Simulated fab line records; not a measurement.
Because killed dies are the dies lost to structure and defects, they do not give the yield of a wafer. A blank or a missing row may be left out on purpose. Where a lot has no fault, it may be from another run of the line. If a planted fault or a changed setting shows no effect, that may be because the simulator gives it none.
fab line records | flow sky130
record: lots: 11 | wafers: 33 | lastDay: 50
route steps=708 shown VIA1@474 METAL2@485 PAD_OPEN@708
lots that met no fault: from a run of the same line without faults
startH: hours from the record's opening day to when the first of the lot's shown wafers began | waitH: hours since the lot's step before | " unchanged from the row above | L1.1+2: a row that stands for several wafers | - no value, or no start given | * or withheld: withheld | < > ~ a bound
route shown NAME@n: NAME is a module with steps in the file, n the number in the route of the first one | usual: mean/standard deviation of fault-free wafers | same: alike in all rows | chamber/n: place in a boat | sites: the reading at each site | _std_site: the standard deviation of these | _edge_site: inner sites' mean taken away from outer sites' mean | radiusMm: for every site, how far away it sits from the centre of the wafer | mask NAME#n: copy n | behind: tool/chamber where the wafer was last shaped | hold: what put the lot on hold/how long, in hours/how the hold closed | device: the n, p or np transistor that did not switch | end of line: at the end of the route, the tests of the same wafers | where a step has no rows: the recipe by itself | killed: not the wafer's yield, but the dies lost to structure and defects at the first sort | map: a wafer's dies, marking killed ones x, the rest . and places with no die _
set.NAME: the setting that was run; set.NAME@STEP: the one run at that earlier step | model.NAME: the simulator's own value behind a step, which no gauge read
steps of the route over a sample of lots; a table a step, a row a wafer
services: from which hour (startH, from the record's first day; less than 0 if before it) a tool's chamber was out of use, for how many hours, and why
== steps ==
step: SKY_VIA1_STRIP_16
recipe: chemistry: O2/N2 | powerW: 1400 | pressureMtorr: 1500 | platenTempC: withheld | o2FlowSccm: 3000 | n2FlowSccm: 300 | overashFraction: 0.5
usual: drypumpMotorCurrentA: 5.68/0.29 | o2FlowSccm: 2999/9.1 | oesProductAu: 0.417/0.0044 | stripTimeToEndpointS: 4.480/0.022
lot.wafer | tool           | chamber | startH | waitH | drypumpMotorCurrentA | o2FlowSccm | oesProductAu | rfHoursCounterH | stripTimeToEndpointS
L605.1    | plasmaAsher-03 | 0       | 790.66 | 0.0   | 5.31                 | 2989       | 0.414        | 38              | 4.501
L605.3    | "              | 1       | "      | "     | 5.72                 | 3003       | 0.419        | -               | 4.446
L605.5    | "              | 1       | "      | "     | 5.72                 | 3006       | 0.416        | -               | 4.409
L607.2    | plasmaAsher-04 | 0       | 808.68 | 0.0   | 5.77                 | 2994       | 0.415        | 100             | 4.460
L607.3    | "              | 1       | "      | "     | 6.11                 | 2986       | 0.414        | -               | 4.437
L607.4    | "              | 0       | "      | "     | 5.74                 | 2989       | 0.417        | -               | 4.482
L608.2    | plasmaAsher-03 | 0       | 816.81 | 0.0   | 5.32                 | 2989       | 0.418        | 41              | 4.464
L608.3    | "              | 1       | "      | "     | 5.78                 | 3012       | 0.419        | -               | 4.455
L608.5    | "              | 0       | "      | "     | 5.32                 | 3003       | 0.417        | -               | 4.449
L616.2    | plasmaAsher-04 | 1       | 875.05 | 0.0   | 6.06                 | 2975       | 0.418        | 108             | 4.459
L616.3    | "              | 0       | "      | "     | 5.73                 | 2994       | 0.427        | -               | 4.486
L616.5    | "              | 0       | "      | "     | 5.72                 | 2998       | 0.414        | -               | 4.498
L621.2    | plasmaAsher-04 | 0       | 918.98 | 0.0   | 5.72                 | 2989       | 0.419        | 112             | 4.468
L621.4    | "              | 0       | "      | "     | 5.70                 | 2997       | 0.420        | -               | 4.467
L621.6    | "              | 0       | "      | "     | 5.71                 | 2995       | 0.421        | -               | 4.478
L619.2    | plasmaAsher-02 | 1       | 922.28 | 0.0   | 5.66                 | 3001       | 0.411        | 75              | 4.510
L619.5    | "              | 1       | "      | "     | 5.64                 | 2991       | 0.415        | -               | 4.497
L619.6    | "              | 0       | "      | "     | 5.26                 | 3003       | 0.416        | -               | 4.484
L623.2    | plasmaAsher-04 | 0       | 950.48 | 0.0   | 5.72                 | 2986       | 0.411        | 115             | 4.489
L623.3    | "              | 1       | "      | "     | 6.10                 | 2993       | 0.415        | -               | 4.517
L623.6    | "              | 1       | "      | "     | 6.11                 | 2989       | 0.420        | -               | 4.487
L624.1    | plasmaAsher-03 | 1       | 951.43 | 0.0   | 5.72                 | 2999       | 0.417        | 54              | 4.470
L624.2    | "              | 0       | "      | "     | 5.32                 | 3006       | 0.420        | 54              | 4.446
L624.6    | "              | 1       | "      | "     | 5.75                 | 2998       | 0.410        | -               | 4.460
L625.2    | plasmaAsher-04 | 0       | 954.23 | 0.0   | 5.73                 | 3006       | 0.409        | 116             | 4.458
L625.3    | "              | 0       | "      | "     | 5.79                 | 3015       | 0.415        | -               | 4.495
L625.5    | "              | 0       | "      | "     | 5.79                 | 3007       | 0.413        | -               | 4.499
L627.2    | plasmaAsher-02 | 0       | 972.86 | 0.0   | 5.25                 | 3000       | 0.419        | 80              | 4.525
L627.3    | "              | 0       | "      | "     | 5.23                 | 2998       | 0.417        | -               | 4.499
L627.4    | "              | 1       | "      | "     | 5.63                 | 3010       | 0.423        | -               | 4.491
L628.4    | plasmaAsher-02 | 0       | 976.90 | 0.1   | 5.29                 | 3006       | 0.414        | -               | 4.443
L628.5    | "              | 1       | "      | "     | 5.60                 | 3003       | 0.416        | -               | 4.470
L628.6    | "              | 0       | "      | "     | 5.26                 | 2997       | 0.409        | -               | 4.450
step: SKY_VIA1_SPUTTER_20
recipe: material: TiN | targetThkNm: 20 | chamberPressurePa: 5 | powerW: 4000 | timeS: 80
usual: chamberPressurePa: 4.999/0.0094 | throttleValvePct: 29.9/0.96
lot.wafer | tool          | chamber | startH | waitH | chamberPressurePa | throttleValvePct
L605.1    | pvdSputter-04 | -       | 791.25 | 0.0   | 4.990             | 31.6
L605.3    | "             | -       | "      | "     | 5.012             | 29.8
L605.5    | "             | -       | "      | "     | 4.997             | 30.8
L607.2    | pvdSputter-04 | -       | 809.28 | 0.0   | 4.997             | 31.2
L607.3    | "             | -       | "      | "     | 5.004             | 30.6
L607.4    | "             | -       | "      | "     | 4.997             | 29.0
L608.2    | pvdSputter-03 | -       | 817.40 | 0.0   | 4.989             | 30.1
L608.3    | "             | -       | "      | "     | 4.997             | 30.0
L608.5    | "             | -       | "      | "     | 4.988             | 30.5
L616.2    | pvdSputter-04 | -       | 875.68 | 0.0   | 4.995             | 28.8
L616.3    | "             | -       | "      | "     | 4.988             | 30.7
L616.5    | "             | -       | "      | "     | 5.004             | 30.7
L621.2    | pvdSputter-01 | -       | 919.57 | 0.0   | 5.003             | 28.6
L621.4    | "             | -       | "      | "     | 5.009             | 28.4
L621.6    | "             | -       | "      | "     | 4.998             | 31.2
L619.2    | pvdSputter-01 | -       | 922.87 | 0.0   | 5.000             | 28.8
L619.5    | "             | -       | "      | "     | 5.002             | 28.7
L619.6    | "             | -       | "      | "     | 5.002             | 28.9
L623.2    | pvdSputter-03 | -       | 951.14 | 0.0   | 5.020             | 30.9
L623.3    | "             | -       | "      | "     | 5.005             | 30.1
L623.6    | "             | -       | "      | "     | 5.007             | 31.0
L624.1    | pvdSputter-01 | -       | 952.02 | 0.0   | 5.009             | 28.9
L624.2    | "             | -       | "      | "     | 4.979             | 31.2
L624.6    | "             | -       | "      | "     | 4.998             | 28.6
L625.2    | pvdSputter-03 | -       | 954.83 | 0.0   | 5.006             | 30.0
L625.3    | "             | -       | "      | "     | 5.009             | 30.8
L625.5    | "             | -       | "      | "     | 5.013             | 29.8
L627.2    | pvdSputter-04 | -       | 973.46 | 0.0   | 5.015             | 31.1
L627.3    | "             | -       | "      | "     | 4.989             | 30.7
L627.4    | "             | -       | "      | "     | 5.004             | 29.9
L628.4    | pvdSputter-01 | -       | 977.73 | 0.0   | 4.998             | 28.5
L628.5    | "             | -       | "      | "     | 5.014             | 28.8
L628.6    | "             | -       | "      | "     | 5.003             | 28.5
step: SKY_VIA1_CVD_21
recipe: material: W | targetThkNm: 270 | timeS: 80.902 | tempC: 400 | pressureTorr: 40
usual: heaterPowerW: 824/87
lot.wafer | tool    | chamber | startH | waitH | heaterPowerW
L605.1    | cvdW-01 | 0       | 791.31 | 0.0   | 851
L605.3    | "       | 1       | "      | "     | 950
L605.5    | "       | 0       | "      | "     | 873
L607.2    | cvdW-01 | 0       | 809.34 | 0.0   | 889
L607.3    | "       | 0       | "      | "     | 878
L607.4    | "       | 1       | "      | "     | 994
L608.2    | cvdW-02 | 1       | 817.46 | 0.0   | 764
L608.3    | "       | 1       | "      | "     | 739
L608.5    | "       | 0       | "      | "     | 766
L616.2    | cvdW-01 | 0       | 875.75 | 0.0   | 888
L616.3    | "       | 1       | "      | "     | 989
L616.5    | "       | 0       | "      | "     | 864
L621.2    | cvdW-01 | 1       | 919.63 | 0.0   | 963
L621.4    | "       | 1       | "      | "     | 947
L621.6    | "       | 0       | "      | "     | 802
L619.2    | cvdW-02 | 1       | 922.96 | 0.1   | 767
L619.5    | "       | 1       | "      | "     | 773
L619.6    | "       | 1       | "      | "     | 756
L623.2    | cvdW-01 | 1       | 951.20 | 0.0   | 968
L623.3    | "       | 0       | "      | "     | 779
L623.6    | "       | 1       | "      | "     | 976
L624.1    | cvdW-02 | 1       | 952.08 | 0.0   | 754
L624.2    | "       | 0       | "      | "     | 756
L624.6    | "       | 1       | "      | "     | 773
L625.2    | cvdW-01 | 1       | 954.89 | 0.0   | 946
L625.3    | "       | 0       | "      | "     | 790
L625.5    | "       | 0       | "      | "     | 821
L627.2    | cvdW-02 | 0       | 973.52 | 0.0   | 763
L627.3    | "       | 0       | "      | "     | 773
L627.4    | "       | 1       | "      | "     | 755
L628.4    | cvdW-02 | 1       | 977.82 | 0.1   | 759
L628.5    | "       | 0       | "      | "     | 788
L628.6    | "       | 1       | "      | "     | 743
step: SKY_METAL2_SPUTTER_02
recipe: material: AlCu | targetThkNm: 250 | powerW: 10600 | timeS: 13.3 | chamberPressurePa: 0.4
usual: chamberPressurePa: 0.4000/0.00083 | throttleValvePct: 29.7/0.98
lot.wafer | tool          | chamber | startH | waitH | chamberPressurePa | throttleValvePct
L605.1    | pvdSputter-03 | -       | 791.93 | 0.0   | 0.4014            | 29.8
L605.3    | "             | -       | "      | "     | 0.4010            | 30.8
L605.5    | "             | -       | "      | "     | 0.4010            | 30.8
L607.2    | pvdSputter-01 | -       | 809.96 | 0.0   | 0.3992            | 28.5
L607.3    | "             | -       | "      | "     | 0.4006            | 28.8
L607.4    | "             | -       | "      | "     | 0.4000            | 31.0
L608.2    | pvdSputter-01 | -       | 818.15 | 0.0   | 0.4008            | 28.6
L608.3    | "             | -       | "      | "     | 0.4003            | 28.5
L608.5    | "             | -       | "      | "     | 0.3990            | 28.4
L616.2    | pvdSputter-03 | -       | 876.37 | 0.0   | 0.3503            | 33.2
L616.3    | "             | -       | "      | "     | 0.4006            | 30.1
L616.5    | "             | -       | "      | "     | 0.4001            | 30.1
L621.2    | pvdSputter-02 | -       | 920.25 | 0.0   | 0.3982            | 28.3
L621.4    | "             | -       | "      | "     | 0.4010            | 28.2
L621.6    | "             | -       | "      | "     | 0.4004            | 28.6
L619.2    | pvdSputter-02 | -       | 923.65 | 0.0   | 0.4002            | 28.2
L619.5    | "             | -       | "      | "     | 0.3998            | 30.3
L619.6    | "             | -       | "      | "     | 0.3999            | 28.5
L623.2    | pvdSputter-03 | -       | 951.86 | 0.0   | 0.3996            | 30.9
L623.3    | "             | -       | "      | "     | 0.4008            | 30.1
L623.6    | "             | -       | "      | "     | 0.4002            | 30.8
L624.1    | pvdSputter-03 | -       | 952.70 | 0.0   | 0.3983            | 29.8
L624.2    | "             | -       | "      | "     | 0.4001            | 29.8
L624.6    | "             | -       | "      | "     | 0.4001            | 29.9
L625.2    | pvdSputter-03 | -       | 955.51 | 0.0   | 0.4004            | 29.8
L625.3    | "             | -       | "      | "     | 0.4001            | 31.1
L625.5    | "             | -       | "      | "     | 0.4013            | 30.1
L627.2    | pvdSputter-02 | -       | 974.14 | 0.0   | 0.3991            | 30.8
L627.3    | "             | -       | "      | "     | 0.4001            | 30.4
L627.4    | "             | -       | "      | "     | 0.3992            | 28.3
L628.4    | pvdSputter-03 | -       | 978.59 | 0.0   | 0.4012            | 30.3
L628.5    | "             | -       | "      | "     | 0.3995            | 30.9
L628.6    | "             | -       | "      | "     | 0.3992            | 30.4
step: SKY_METAL2_RS_MEAS_05
recipe: thkMeasGauge: four-point-probe | reads: TiN_of_METAL2_SPUTTER_04+Ti_of_METAL2_SPUTTER_03+AlCu_of_METAL2_SPUTTER_02+TiN_of_METAL2_SPUTTER_01+Ti_of_METAL2_SPUTTER_00
usual: METAL2_ALCU_RS: 0.1270/0.0013
lot.wafer | tool         | chamber | startH | waitH | METAL2_ALCU_RS[ohm/sq]
L605.1    | filmMetro-04 | -       | 792.03 | 0.0   | 0.1259
L605.3    | "            | -       | "      | "     | 0.1271
L605.5    | "            | -       | "      | "     | 0.1272
L607.2    | filmMetro-04 | -       | 810.07 | 0.0   | 0.1272
L607.3    | "            | -       | "      | "     | 0.1268
L607.4    | "            | -       | "      | "     | 0.1278
L608.2    | filmMetro-04 | -       | 818.26 | 0.0   | 0.1256
L608.3    | "            | -       | "      | "     | 0.1270
L608.5    | "            | -       | "      | "     | 0.1271
L616.2    | filmMetro-04 | -       | 876.48 | 0.0   | 0.1228
L616.3    | "            | -       | "      | "     | 0.1270
L616.5    | "            | -       | "      | "     | 0.1264
L621.2    | filmMetro-02 | -       | 920.36 | 0.0   | 0.1274
L621.4    | "            | -       | "      | "     | 0.1269
L621.6    | "            | -       | "      | "     | 0.1260
L619.2    | filmMetro-04 | -       | 923.76 | 0.0   | 0.1273
L619.5    | "            | -       | "      | "     | 0.1278
L619.6    | "            | -       | "      | "     | 0.1278
L623.2    | filmMetro-04 | -       | 951.97 | 0.0   | 0.1277
L623.3    | "            | -       | "      | "     | 0.1285
L623.6    | "            | -       | "      | "     | 0.1267
L624.1    | filmMetro-03 | -       | 952.80 | 0.0   | 0.1276
L624.2    | "            | -       | "      | "     | 0.1274
L624.6    | "            | -       | "      | "     | 0.1270
L625.2    | filmMetro-02 | -       | 955.62 | 0.0   | 0.1255
L625.3    | "            | -       | "      | "     | 0.1262
L625.5    | "            | -       | "      | "     | 0.1267
L627.2    | filmMetro-04 | -       | 974.25 | 0.0   | 0.1283
L627.3    | "            | -       | "      | "     | 0.1287
L627.4    | "            | -       | "      | "     | 0.1279
L628.4    | filmMetro-02 | -       | 978.74 | 0.1   | 0.1277
L628.5    | "            | -       | "      | "     | 0.1266
L628.6    | "            | -       | "      | "     | 0.1266
step: SKY_PAD_OPEN_PROBE_99
usual: defectLimitedYield: 83.0/1.9 | killed_at_M0_to_M3: 43/6.9 | killed_at_M4_up: 3.1/1.9 | killedAtContacts: 24/5.4 | killedAtFrontEnd: 14/4.3 | killedAtOther: 0.3/0.53 | killedDies: 84/9.5 | killedOpen: 46/6.8 | killedShort: 38/6 | sort_bin_3_pad_short: 0.9/0.46 | sort_bin_5_function: 10.0/1.4 | sort_bin_6_memory: 6.1/1.1 | sortNPass: 408/9.5 | sortYieldPct: 83.0/1.9
same: grossDies: 492 | killedAtBackSide: 0 | sort_bin_4_leakage[%]: 0 | sort_bin_8_speed[%]: 0
lot.wafer | tool      | chamber | startH  | waitH | defectLimitedYield[%] | killed_at_M0_to_M3 | killed_at_M4_up | killedAtContacts | killedAtFrontEnd | killedAtOther | killedDies | killedOpen | killedShort | sort_bin_3_pad_short[%] | sort_bin_5_function[%] | sort_bin_6_memory[%] | sortNPass | sortYieldPct[%]
L619.2    | prober-01 | -       | 1171.77 | 0.1   | 83.7                  | 42                 | 5               | 22               | 11               | 0             | 80         | 49         | 31          | 0.2                     | 9.8                    | 6.3                  | 412       | 83.7
L619.5    | prober-01 | -       | 1171.92 | 0.2   | 86.4                  | 33                 | 2               | 20               | 12               | 0             | 67         | 31         | 36          | 1.2                     | 8.1                    | 4.3                  | 425       | 86.4
L619.6    | prober-01 | -       | 1171.97 | 0.2   | 79.5                  | 59                 | 2               | 29               | 11               | 0             | 101        | 56         | 45          | 0.6                     | 10.8                   | 9.1                  | 391       | 79.5
L627.2    | prober-02 | -       | 1206.70 | 0.1   | 82.9                  | 43                 | 1               | 27               | 13               | 0             | 84         | 46         | 38          | 1.2                     | 9.1                    | 6.7                  | 408       | 82.9
L627.3    | prober-02 | -       | 1206.75 | 0.2   | 82.7                  | 41                 | 4               | 24               | 16               | 0             | 85         | 39         | 46          | 0.4                     | 10.2                   | 6.7                  | 407       | 82.7
L627.4    | prober-02 | -       | 1206.80 | 0.2   | 83.9                  | 44                 | 1               | 16               | 18               | 0             | 79         | 42         | 37          | 0.6                     | 9.1                    | 6.3                  | 413       | 83.9
killed by level:class
L619.2 VIA1:geometricParticle:open=11 CONTACT:geometricParticle:open=9 LI_CONTACT:geometricParticle:open=8 VIA3:geometricParticle:open=8 VIA3:geometricParticle:short=5 POLY_GATE:geometricParticle:short=4 VIA2:geometricParticle:open=4 METAL4:geometricParticle:short=4
L619.5 METAL2:geometricParticle:short=8 CONTACT:geometricParticle:open=8 VIA1:geometricParticle:open=7 METAL1:geometricParticle:short=6 FIELD_ISO:geometricParticle:short=5 LI_CONTACT:geometricParticle:open=4 LOCAL_INTERCONNECT:geometricParticle:short=4 VIA2:geometricParticle:open=4
L619.6 VIA1:geometricParticle:open=17 CONTACT:geometricParticle:open=11 METAL1:geometricParticle:short=9 VIA2:geometricParticle:open=7 VIA3:geometricParticle:open=7 LI_CONTACT:geometricParticle:open=6 METAL2:geometricParticle:short=6 CONTACT:geometricParticle:short=5
L627.2 CONTACT:geometricParticle:open=14 VIA1:geometricParticle:open=10 POLY_GATE:geometricParticle:short=6 VIA2:geometricParticle:open=5 LI_CONTACT:geometricParticle:open=5 METAL1:geometricParticle:short=5 METAL2:geometricParticle:short=5 VIA3:geometricParticle:open=5
L627.3 LI_CONTACT:geometricParticle:open=10 CONTACT:geometricParticle:open=9 METAL1:geometricParticle:short=8 METAL2:geometricParticle:short=8 VIA1:geometricParticle:open=7 VIA3:geometricParticle:open=7 POLY_GATE:geometricParticle:short=6 FIELD_ISO:geometricParticle:short=5
L627.4 VIA1:geometricParticle:open=12 CONTACT:geometricParticle:open=7 POLY_GATE:geometricParticle:short=5 METAL2:geometricParticle:short=5 VIA2:geometricParticle:open=5 POLY_GATE:geometricParticle:open=4 METAL1:geometricParticle:short=4 FIELD_ISO:geometricParticle:short=3
== services ==
tool           | chamber | startH | hours | kind
cvdW-02        | 1       | 801.79 | 4.6   | repair
plasmaAsher-03 | -       | 801.79 | 5.6   | repair
cvdW-02        | 0       | 803.05 | 8.2   | repair
pvdSputter-04  | -       | 827.77 | 0.7   | repair
pvdSputter-02  | -       | 850.71 | 7.7   | repair
pvdSputter-04  | -       | 851.90 | 3.4   | repair
plasmaAsher-03 | -       | 854.29 | 2.8   | pm
cvdW-01        | -       | 863.11 | 2.4   | repair
plasmaAsher-02 | -       | 870.63 | 9.2   | repair
cvdW-01        | -       | 904.00 | 14.0  | pm
cvdW-01        | 0       | 904.00 | 14.0  | ventCycle
cvdW-01        | 1       | 904.00 | 14.0  | ventCycle
cvdW-02        | 0       | 914.75 | 16.9  | repair
cvdW-01        | 0       | 918.00 | -     | clean
cvdW-01        | 1       | 918.00 | -     | clean
pvdSputter-04  | -       | 930.40 | 5.9   | repair
pvdSputter-03  | -       | 938.90 | 3.0   | repair
pvdSputter-03  | 0       | 942.47 | -     | consumableReplace:kit
pvdSputter-03  | 0       | 942.47 | 18.0  | scheduledDown
pvdSputter-03  | 0       | 942.47 | 18.0  | ventCycle
pvdSputter-01  | 0       | 958.13 | -     | consumableReplace:kit
pvdSputter-01  | 0       | 958.13 | 18.0  | scheduledDown
pvdSputter-01  | 0       | 958.13 | 18.0  | ventCycle
pvdSputter-03  | -       | 974.23 | 3.2   | repair
== key ==
firstSign: step: SKY_METAL2_SPUTTER_02 | reading: chamberPressurePa | direction: down | sigmas: 60 | usual: 0.4000 | struck: 0.3503
effect: step: SKY_METAL2_SPUTTER_02 | reading: throttleValvePct | direction: up | sigmas: 3.6 | usual: 29.7 | struck: 33.2
effect: step: SKY_METAL2_RS_MEAS_05 | reading: METAL2_ALCU_RS | direction: down | sigmas: 3.1 | usual: 0.1270 | struck: 0.1228
metAt SKY_METAL2_SPUTTER_02
struckLots L616
struckWafers L616.2
notActingAt SKY_VIA1_STRIP_16,SKY_VIA1_SPUTTER_20,SKY_VIA1_CVD_21
onsetBetween 791.93 876.37
fault: kind: processParameterDrift | tool: pvdSputter-03 | chamber: - | onsetH: 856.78 | steps: SKY_METAL2_SPUTTER_02 | channel: chamberPressurePa | offset: -0.051052 | shape: step | endH: 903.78 | actsIn: theseRecipesOnly | stated: 0.4 | scope: struckWafersOnly
